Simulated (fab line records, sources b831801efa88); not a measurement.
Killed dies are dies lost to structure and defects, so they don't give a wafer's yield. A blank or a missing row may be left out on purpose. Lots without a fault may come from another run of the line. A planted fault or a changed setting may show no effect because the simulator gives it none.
Which tool did it? | flow sfq_line | 14 lots, 42 wafers sampled, at 3 steps of a route of 325

WHAT THE GAUGES READ, wafer by wafer
The record holds no reading of a measuring or inspecting step that can be judged against a usual standard deviation.

WHICH TOOL RAN EACH LOT (tool, then ch and the chambers of the sampled wafers, then the start)
lot  | SFQ_TRILAYER_I7_CMP_CMP_184   | SFQ_TRILAYER_I7_METRO_MEASURE_185 | SFQ_TRILAYER_I7_VIA_ETCH_VIA_ETCH_190
L654 | cmp-01 ch 1,2,3, day 72 17:01 | film_metro-01, day 72 20:20       | rie_diel-01 ch 0,2, day 76 23:02
L655 | cmp-01 ch 0,1,3, day 73 03:44 | film_metro-01, day 73 05:52       | rie_diel-02 ch 1,2,3, day 77 03:50
L656 | cmp-02 ch 0,2,3, day 74 19:46 | film_metro-01, day 74 22:53       | rie_diel-04 ch 0,1,3, day 78 12:50
L657 | cmp-02 ch 0,1,2, day 74 23:16 | film_metro-03, day 75 01:53       | rie_diel-04 ch 0,1,3, day 78 17:45
L658 | cmp-02 ch 1,2, day 75 02:16   | film_metro-04, day 75 05:05       | rie_diel-02 ch 0,1,3, day 79 00:57
L664 | cmp-01 ch 1,2, day 77 01:05   | film_metro-03, day 77 04:36       | rie_diel-04 ch 2,3, day 81 18:49
L667 | cmp-01 ch 0,1,3, day 77 14:17 | film_metro-03, day 77 17:01       | rie_diel-04 ch 0,2,3, day 82 05:37
L668 | cmp-02 ch 2,3, day 77 15:31   | film_metro-04, day 77 18:38       | rie_diel-01 ch 0,1, day 82 08:01
L670 | cmp-02 ch 0,1,3, day 77 21:31 | film_metro-01, day 78 00:38       | rie_diel-04 ch 0,1,3, day 82 11:37
L673 | cmp-01 ch 0,2, day 82 19:19   | film_metro-01, day 82 22:20       | rie_diel-04 ch 0,2,3, day 83 01:28
L674 | cmp-02 ch 0,2, day 83 03:02   | film_metro-03, day 83 06:10       | rie_diel-02 ch 1,2, day 83 09:41
L675 | cmp-02 ch 0,1,3, day 86 12:31 | film_metro-04, day 86 15:08       | rie_diel-02 ch 1,2,3, day 87 02:34
L676 | cmp-01 ch 0,2,3, day 86 15:16 | film_metro-04, day 86 18:17       | rie_diel-01 ch 0,2, day 87 03:46
L677 | cmp-02 ch 1,2,3, day 86 18:23 | film_metro-01, day 86 21:00       | rie_diel-04 ch 0,1,2, day 87 05:58
- SFQ_TRILAYER_I7_CMP_CMP_184: polishes SiO2.
- SFQ_TRILAYER_I7_METRO_MEASURE_185
- SFQ_TRILAYER_I7_VIA_ETCH_VIA_ETCH_190: etches SiO2 in CHF3, stops on Nb, target depth 260 nm.

WHAT THE TOOLS THEMSELVES READ (means of the sampled wafers that have a number; where no wafer has one, the mark that the record gives instead)
SFQ_TRILAYER_I7_CMP_CMP_184. Usual: motor_current_A 9.7 A, standard deviation 0.93; time_to_endpoint_s 218 s, standard deviation 6.3.
lot  | tool   | motor_current_A (A) | time_to_endpoint_s (s) | flag
L654 | cmp-01 | 9.1                 | 215                    |
L655 | cmp-01 | 9.5                 | 221                    |
L656 | cmp-02 | 10.4                | 218                    |
L657 | cmp-02 | 9.7                 | 219                    |
L658 | cmp-02 | 9.8                 | 219                    |
L664 | cmp-01 | 9.0                 | 243                    | OFF
L667 | cmp-01 | 9.6                 | 242                    | OFF
L668 | cmp-02 | 10.8                | 217                    |
L670 | cmp-02 | 10.6                | 214                    |
L673 | cmp-01 | 9.5                 | 219                    |
L674 | cmp-02 | 9.6                 | 211                    |
L675 | cmp-02 | 10.8                | 216                    |
L676 | cmp-01 | 9.1                 | 219                    |
L677 | cmp-02 | 10.6                | 205                    |

SFQ_TRILAYER_I7_METRO_MEASURE_185. Usual: thk_nm 200.5 nm, standard deviation 1.1.
lot  | tool          | thk_nm (nm) | flag
L654 | film_metro-01 | 200.1       |
L655 | film_metro-01 | 200.0       |
L656 | film_metro-01 | 200.9       |
L657 | film_metro-03 | 201.0       |
L658 | film_metro-04 | 201.8       |
L664 | film_metro-03 | 235.9       | OFF
L667 | film_metro-03 | 235.7       | OFF
L668 | film_metro-04 | 199.4       |
L670 | film_metro-01 | 199.5       |
L673 | film_metro-01 | 199.3       |
L674 | film_metro-03 | 199.2       |
L675 | film_metro-04 | 200.5       |
L676 | film_metro-04 | 200.0       |
L677 | film_metro-01 | 198.9       |

SFQ_TRILAYER_I7_VIA_ETCH_VIA_ETCH_190. Usual: drypump_motor_current_A 5.9 A, standard deviation 0.39; oes_product_au 0.856 a.u., standard deviation 0.0056.
lot  | tool        | drypump_motor_current_A (A) | oes_product_au (a.u.) | flag
L654 | rie_diel-01 | 5.6                         | 0.852                 |
L655 | rie_diel-02 | 5.7                         | 0.853                 |
L656 | rie_diel-04 | 6.2                         | 0.856                 |
L657 | rie_diel-04 | 6.1                         | 0.858                 |
L658 | rie_diel-02 | 5.6                         | 0.863                 |
L664 | rie_diel-04 | 6.2                         | 0.911                 | OFF
L667 | rie_diel-04 | 6.4                         | 0.902                 | OFF
L668 | rie_diel-01 | 5.4                         | 0.852                 |
L670 | rie_diel-04 | 6.2                         | 0.854                 |
L673 | rie_diel-04 | 6.4                         | 0.852                 |
L674 | rie_diel-02 | 5.6                         | 0.854                 |
L675 | rie_diel-02 | 5.7                         | 0.850                 |
L676 | rie_diel-01 | 5.6                         | 0.855                 |
L677 | rie_diel-04 | 6.2                         | 0.851                 |

THE ANSWER, worked out from the rows above alone
Rule: a lot is off if the mean of its wafers that have a number lies more than 3 standard deviations from the usual mean. A lot without any number at a reading at which 4 lots or more have one is off too. The other lots that the step has rows for count as sound. The gauges are gone through in route order, then the tools' own readings, and for those a lot's mean is taken as printed above. The first step at which some lot is off is used, and at that step the reading that is off furthest; a lot without a number counts as furthest.
Off: L664, L667, at SFQ_TRILAYER_I7_CMP_CMP_184 (time_to_endpoint_s).
A tool fits if, at that step or a process step before it, it ran every lot that is off, and no sound lot after the first of them. None of those tried fits.

WHAT THE SIMULATOR HAD PUT IN
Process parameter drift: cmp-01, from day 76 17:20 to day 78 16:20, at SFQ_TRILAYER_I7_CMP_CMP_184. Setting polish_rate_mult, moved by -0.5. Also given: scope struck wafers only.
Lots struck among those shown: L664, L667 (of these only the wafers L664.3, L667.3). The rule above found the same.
